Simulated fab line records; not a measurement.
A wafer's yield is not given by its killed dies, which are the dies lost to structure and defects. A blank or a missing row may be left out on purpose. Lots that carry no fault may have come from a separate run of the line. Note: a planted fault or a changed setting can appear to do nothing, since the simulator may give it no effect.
Comparing a struck lot with a sound one	flow sfq_line	14 out of 325 route steps
Sound: these wafers, L765.1, L765.4, L765.6. Struck: wafer L779.6 (left out: L779.1, L779.3 of the same lot, which were not struck); the cause appears at the end.
Per side, at each step with rows, come the tool, then ch with its chambers, and then its first start. Under that, the readings that differ: sound wafers	struck wafers	difference of the means	sigmas: that difference in standard deviations of wafers without a fault.
alike: readings with means less than 2 such deviations apart, plus words and numbers identical on both sides. not compared: withheld readings, readings lacking a value on some wafer, bounds such as >300 that could conceal the same value, and numbers that have no deviation in the record and whose values overlap.
Wherever a step has rows on one side only, a row that says differs or no value, or a row with sigmas, the two part there. Numbers that don't overlap but have no deviation are shown without sigmas and don't part them. A reading missing from all wafers of one side parts the sides only when that side holds two or more wafers.

first, 4 steps without rows for these wafers: SFQ_TRILAYER_M5_LITHO_SOFTBAKE_127; SFQ_TRILAYER_M5_LITHO_EXPOSE_124 (exposes mask M5, target cd 700 nm); SFQ_TRILAYER_M5_LITHO_PEB_126 (peb time 60 s); SFQ_TRILAYER_M5_LITHO_DEVELOP_125 (time 60 s).
SFQ_M5_OVL_MEAS_932:
  sound on overlay-01 at day 51 17:32; struck on overlay-02 at day 60 07:41
  alike: M5_OVL
then, 1 step without rows for these wafers: SFQ_TRILAYER_M5_BARC_OPEN_METAL_ETCH_161 (etches BARC in O2, target depth 125 nm, time 41.7 s).
SFQ_TRILAYER_M5_ETCH_METAL_ETCH_126: etches Nb in Cl2/BCl3, stops on SiO2, time 203.2 s, target depth 265 nm.
  sound on rie_metal-01 ch 0,1, day 51 17:38; struck on rie_metal-04 ch 0, day 60 07:47
  alike: drypump_motor_current_A, oes_product_au
  not compared: rf_hours_counter_h
SFQ_TRILAYER_M5_STRIP_STRIP_127: strips in O2.
  sound on rie_metal-01 ch 0,1, day 51 17:49; struck on rie_metal-04 ch 0, day 60 07:59
  alike: drypump_motor_current_A, oes_product_au, platen_temp_c
  not compared: rf_hours_counter_h
then, 1 step without rows for these wafers: SFQ_TRILAYER_M5_STRIP_SOLV_CLEAN_128 (cleans in NMP, time 600 s).
SFQ_TRILAYER_A5B_DEP_PECVD_129: deposits SiO2 from SiH4/N2O, time 133.33 s, target thk 600 nm.
  sound on pecvd-02 ch 0,1,2, day 51 18:36; struck on pecvd-01 ch 1, day 60 08:46
  alike: heater_power_w, throttle_valve_pct
then, 1 step without rows for these wafers: SFQ_TRILAYER_A5B_CMP_CMP_130 (polishes, stops on Nb, target thk 340.7 nm).
SFQ_TRILAYER_A5B_METRO_MEASURE_131:
  sound on film_metro-01 at day 52 02:17; struck on film_metro-04 at day 60 11:51
  alike: thk_nm
SFQ_TRILAYER_R5_DEP_SPUTTER_132: material Ti, target thk 5 nm, time 5 s.
  sound on pvd_sputter-04 at day 52 03:29; struck on pvd_sputter-05 at day 60 13:03
reading	sound	struck	difference	sigmas
cathode_dc_power_W (W)	2000.2 2000.0 1999.7	1745.6	-254.4	-99 or more
model.Ti_of_TRILAYER_R5_DEP_SPUTTER_132.thk_nm (nm)	5.063 4.89 4.919	4.587	-0.370	
  alike: throttle_valve_pct
SFQ_TRILAYER_R5_DEP_SPUTTER_133: material MoNx, target thk 40 nm, time 66.7 s.
  sound on pvd_sputter-04 at day 52 03:30; struck on pvd_sputter-05 at day 60 13:04
  alike: cathode_dc_power_W, throttle_valve_pct

WHERE THEY PART
Only at SFQ_TRILAYER_R5_DEP_SPUTTER_132, within this record. Later steps at which nothing parts them and some readings are alike: SFQ_TRILAYER_R5_DEP_SPUTTER_133.

WHY: whatever the simulator had introduced
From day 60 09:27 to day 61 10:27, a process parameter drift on pvd_sputter-05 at SFQ_TRILAYER_R5_DEP_SPUTTER_132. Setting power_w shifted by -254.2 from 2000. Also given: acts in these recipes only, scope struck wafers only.
